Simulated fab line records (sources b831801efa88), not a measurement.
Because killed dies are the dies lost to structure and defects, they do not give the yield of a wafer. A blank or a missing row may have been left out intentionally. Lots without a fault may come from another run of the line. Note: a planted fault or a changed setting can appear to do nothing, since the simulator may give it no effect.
Matching of chambers || flow sky130 || SKY_PASSIVATION_CVD_02 on pecvd-04: 3 sister chambers
The step deposits Si3N4, target thk 540 nm. 14 wafers are shown with their chamber, then 7 later ones without.

== EACH WAFER AND ITS CHAMBER ==
{"wafer": "L387.2", "chamber": 2, "heater-power-w (W)": 620}
{"wafer": "L387.3", "chamber": 0, "heater-power-w (W)": 796}
{"wafer": "L387.5", "chamber": 2, "heater-power-w (W)": 663}
{"wafer": "L389.1", "chamber": 0, "heater-power-w (W)": 727}
{"wafer": "L389.2", "chamber": 2, "heater-power-w (W)": 743}
{"wafer": "L389.6", "chamber": 2, "heater-power-w (W)": 614}
{"wafer": "L397.1", "chamber": 0, "heater-power-w (W)": 710}
{"wafer": "L397.2", "chamber": 1, "heater-power-w (W)": 673}
{"wafer": "L397.3", "chamber": 2, "heater-power-w (W)": 690}
{"wafer": "L400.1", "chamber": 0, "heater-power-w (W)": 816}
{"wafer": "L400.3", "chamber": 1, "heater-power-w (W)": 668}
{"wafer": "L400.5", "chamber": 1, "heater-power-w (W)": 529}
{"wafer": "L403.1", "chamber": 0, "heater-power-w (W)": 812}
{"wafer": "L403.3", "chamber": 1, "heater-power-w (W)": 636}

SIGNATURES (means of the wafers above)
{"reading": "heater-power-w", "chamber 0": 772.20, "chamber 1": 626.50, "chamber 2": 666.00, "scatter within a chamber": 56.2}
Rule: a wafer lies at a distance from a chamber equal to the root of the sum of squares, over the readings, of (its reading less the chamber's mean, divided by the reading's scatter). The wafer belongs to the nearest chamber; if the next one is less than 2 further off, it can't be placed. The scatter is the square root of a quotient: the sum, over the shown wafers, of each reading's squared deviation from its chamber's mean, divided by wafers minus chambers.

== WAFERS MISSING THEIR CHAMBER ==
{"wafer": "L403.6", "heater-power-w (W)": 618}
{"wafer": "L404.1", "heater-power-w (W)": 534}
{"wafer": "L404.5", "heater-power-w (W)": 745}
{"wafer": "L404.6", "heater-power-w (W)": 603}
{"wafer": "L409.1", "heater-power-w (W)": 670}
{"wafer": "L409.3", "heater-power-w (W)": 825}
{"wafer": "L409.5", "heater-power-w (W)": 669}

== THE CHAMBER EACH PASSED THROUGH ==
{"wafer": "L403.6", "from the rows above": "can't be placed: 1 or 2", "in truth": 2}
{"wafer": "L404.1", "from the rows above": "can't be placed: 1 or 2", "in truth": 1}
{"wafer": "L404.5", "from the rows above": "can't be placed: 0 or 2 or 1", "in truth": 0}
{"wafer": "L404.6", "from the rows above": "can't be placed: 1 or 2", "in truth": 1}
{"wafer": "L409.1", "from the rows above": "can't be placed: 2 or 1 or 0", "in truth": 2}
{"wafer": "L409.3", "from the rows above": "can't be placed: 0 or 2", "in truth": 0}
{"wafer": "L409.5", "from the rows above": "can't be placed: 2 or 1 or 0", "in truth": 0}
Correct placement for 0 of the 7. Not placeable from these rows: 7 (in 7, the candidates include the true chamber). Wrongly placed: 0.
